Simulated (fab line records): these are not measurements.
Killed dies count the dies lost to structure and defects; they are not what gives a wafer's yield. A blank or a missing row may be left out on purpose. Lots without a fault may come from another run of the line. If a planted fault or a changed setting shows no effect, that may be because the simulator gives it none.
Which tool was responsible?    flow sky130    21 wafers from 7 lots sampled at 3 of the route's 708 steps

WHAT THE GAUGES SHOWED, per wafer
SKY_VT_ADJUST_HVTP_CD_MEAS_07: the cd target is 380 nm.
lot   measured      on        cdNm (nm)
L551  day 6 18:14   cdSem-01  383.4 384.9 382.8
L555  day 7 18:17   cdSem-01  378.9 379.8 378.7
L557  day 8 04:15   cdSem-01  388.1 387.6 388.4
L561  day 9 06:11   cdSem-02  - - -
L568  day 11 00:17  cdSem-02  379.5 379.3 381.6
L570  day 11 14:20  cdSem-02  379.5 383.5 382.9
L572  day 12 03:21  cdSem-02  381.5 380.2 378.9

TOOL THAT RAN EACH LOT (tool first, then ch and the chambers of the sampled wafers, then the start)
lot   SKY_FIELD_ISO_ETCH_15             SKY_VT_ADJUST_HVTP_COAT_02
L551  rieDiel-02 ch 0,2,3, day 2 16:38  lithoTrack-03 ch 0, day 6 08:37
L555  rieDiel-02 ch 0,3, day 3 13:23    lithoTrack-03 ch 0, day 7 08:32
L557  rieDiel-03 ch 0,1,2, day 3 22:14  lithoTrack-01 ch 0, day 7 17:28
L561  rieDiel-03 ch 1,3, day 4 20:31    lithoTrack-01, day 8 20:22
L568  rieDiel-02 ch 0,1,3, day 6 06:37  lithoTrack-03 ch 0, day 10 12:38
L570  rieDiel-03 ch 0,3, day 6 19:23    lithoTrack-01 ch 0, day 11 02:02
L572  rieDiel-03 ch 1,2,3, day 7 03:49  lithoTrack-03 ch 0, day 11 14:37
- SKY_FIELD_ISO_ETCH_15: etches the open film in CHF3/O2, stops on Si, target depth 180 nm, time 72 s.
- SKY_VT_ADJUST_HVTP_COAT_02: resist thk 1140 nm.

THE ANSWER, worked out from the rows above alone
Rule: usual is defined by the lots themselves. The widest of any qualifying gaps counts: lots, ordered by their means at a reading, are off when they make up no more than a third of the lots, leave a main group of 4 or more, and stand apart from it by 3 or more times the standard deviation of that group's means. If all means in a main group match to the digits the tables above print for the reading, that group is not used. Also off: a lot with no number at a reading for which 4 or more lots have one. Any other lot the step has rows for is counted as sound.
Off: L561 (SKY_VT_ADJUST_HVTP_CD_MEAS_07, cdNm). Without a number there: L561. Mean 382.2 nm and standard deviation 3 in the main group.
If a tool, at a process step before that reading, ran all the lots that are off and no sound lot after the first of them, it fits. Those tools and the gauges at SKY_VT_ADJUST_HVTP_CD_MEAS_07 are tried in the same way. Not one of the candidates tried fits.

WHAT THE SIMULATOR HAD PUT IN
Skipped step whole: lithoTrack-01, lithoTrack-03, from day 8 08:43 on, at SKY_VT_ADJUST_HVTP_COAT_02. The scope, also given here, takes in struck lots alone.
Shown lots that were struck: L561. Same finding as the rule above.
